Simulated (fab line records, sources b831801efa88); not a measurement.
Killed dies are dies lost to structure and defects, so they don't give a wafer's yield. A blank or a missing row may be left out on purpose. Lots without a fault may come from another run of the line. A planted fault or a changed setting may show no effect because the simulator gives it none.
Which tool did it? | flow gf180mcu | 14 lots, 42 wafers sampled, at 2 steps of a route of 602

WHAT THE GAUGES READ, wafer by wafer
GF_HV_LDD_TW_MEAS_38.
lot  | measured     | on            | HV_LDD_3_TW
L489 | day 11 15:05 | film_metro-03 | 1436 1438 1440
L490 | day 11 23:57 | film_metro-01 | 1437 1435 1441
L491 | day 12 07:08 | film_metro-03 | 1446 1437 1442
L492 | day 12 15:23 | film_metro-04 | 1433 1431 1426
L493 | day 12 18:34 | film_metro-01 | 1432 1434 1435
L495 | day 13 09:25 | film_metro-01 | 1435 1429 1434
L494 | day 13 19:05 | film_metro-04 | 1451 1453 1445
L498 | day 14 10:19 | film_metro-04 | 1423 1428 1429
L499 | day 14 21:16 | film_metro-03 | 1437 1438 1443
L500 | day 15 00:26 | film_metro-03 | 1446 1441 1439
L501 | day 15 11:26 | film_metro-01 | 1468 1478 1469 1476 1469 1465
L503 | day 16 03:53 | film_metro-04 | 1458 1455 1460
L511 | day 18 17:26 | film_metro-04 | 1431 1435 1436
L512 | day 19 07:58 | film_metro-04 | 1429 1430 1430

WHICH TOOL RAN EACH LOT (tool, then ch and the chambers of the sampled wafers, then the start)
lot  | GF_HV_LDD_IMPLANT_36
L489 | implanter-03 ch 0, day 11 14:50
L490 | implanter-04 ch 0, day 11 23:44
L491 | implanter-04 ch 0, day 12 06:53
L492 | implanter-01 ch 0, day 12 15:08
L493 | implanter-01 ch 0, day 12 18:19
L495 | implanter-01 ch 0, day 13 09:10
L494 | implanter-04 ch 0, day 13 18:50
L498 | implanter-01 ch 0, day 14 10:04
L499 | implanter-04 ch 0, day 14 20:52
L500 | implanter-04 ch 0, day 15 00:11
L501 | implanter-04 ch 0, day 15 11:11
L503 | implanter-04 ch 0, day 16 03:38
L511 | implanter-01 ch 0, day 18 17:11
L512 | implanter-04 ch 0, day 19 07:43
- GF_HV_LDD_IMPLANT_36

WHAT THE TOOLS THEMSELVES READ (means of the sampled wafers that have a number; where no wafer has one, the mark that the record gives instead)
GF_HV_LDD_IMPLANT_36.
lot  | tool         | beam_on_s (s) | faraday_current_uA
L489 | implanter-03 | 9.98          | 42.2
L490 | implanter-04 | 10.03         | 42.3
L491 | implanter-04 | 10.12         | 41.9
L492 | implanter-01 | 9.95          | 42.5
L493 | implanter-01 | 9.89          | 42.8
L495 | implanter-01 | 10.00         | 42.4
L494 | implanter-04 | 9.76          | 43.2
L498 | implanter-01 | 9.92          | 42.7
L499 | implanter-04 | 10.03         | 42.2
L500 | implanter-04 | 9.96          | 42.5
L501 | implanter-04 | 12.96         | 32.7
L503 | implanter-04 | 12.89         | 32.8
L511 | implanter-01 | 10.02         | 42.2
L512 | implanter-04 | 9.90          | 42.7

THE ANSWER, worked out from the rows above alone
Rule: what is usual is taken from the lots themselves. Put in order of their means at a reading, lots are off if they are a third of the lots or fewer, leave a main group of 4 or more, and stand apart from it by a gap of 3 or more times the standard deviation of the main group's means; of several such gaps the widest counts. A main group whose means are all the same, to the digits that the tables above print for the reading, isn't used. A lot without any number at a reading at which 4 lots or more have one is off too. The other lots that the step has rows for count as sound. The gauges are gone through in route order, then the tools' own readings, and for those a lot's mean is taken as printed above. The first step at which some lot is off is used, and at that step the reading that is off furthest; a lot without a number counts as furthest.
Off: L501, L503, at GF_HV_LDD_IMPLANT_36 (beam_on_s). The main group: mean 9.96 s, standard deviation 0.087.
A tool fits if, at that step or a process step before it, it ran every lot that is off, and no sound lot after the first of them. None of those tried fits.

WHAT THE SIMULATOR HAD PUT IN
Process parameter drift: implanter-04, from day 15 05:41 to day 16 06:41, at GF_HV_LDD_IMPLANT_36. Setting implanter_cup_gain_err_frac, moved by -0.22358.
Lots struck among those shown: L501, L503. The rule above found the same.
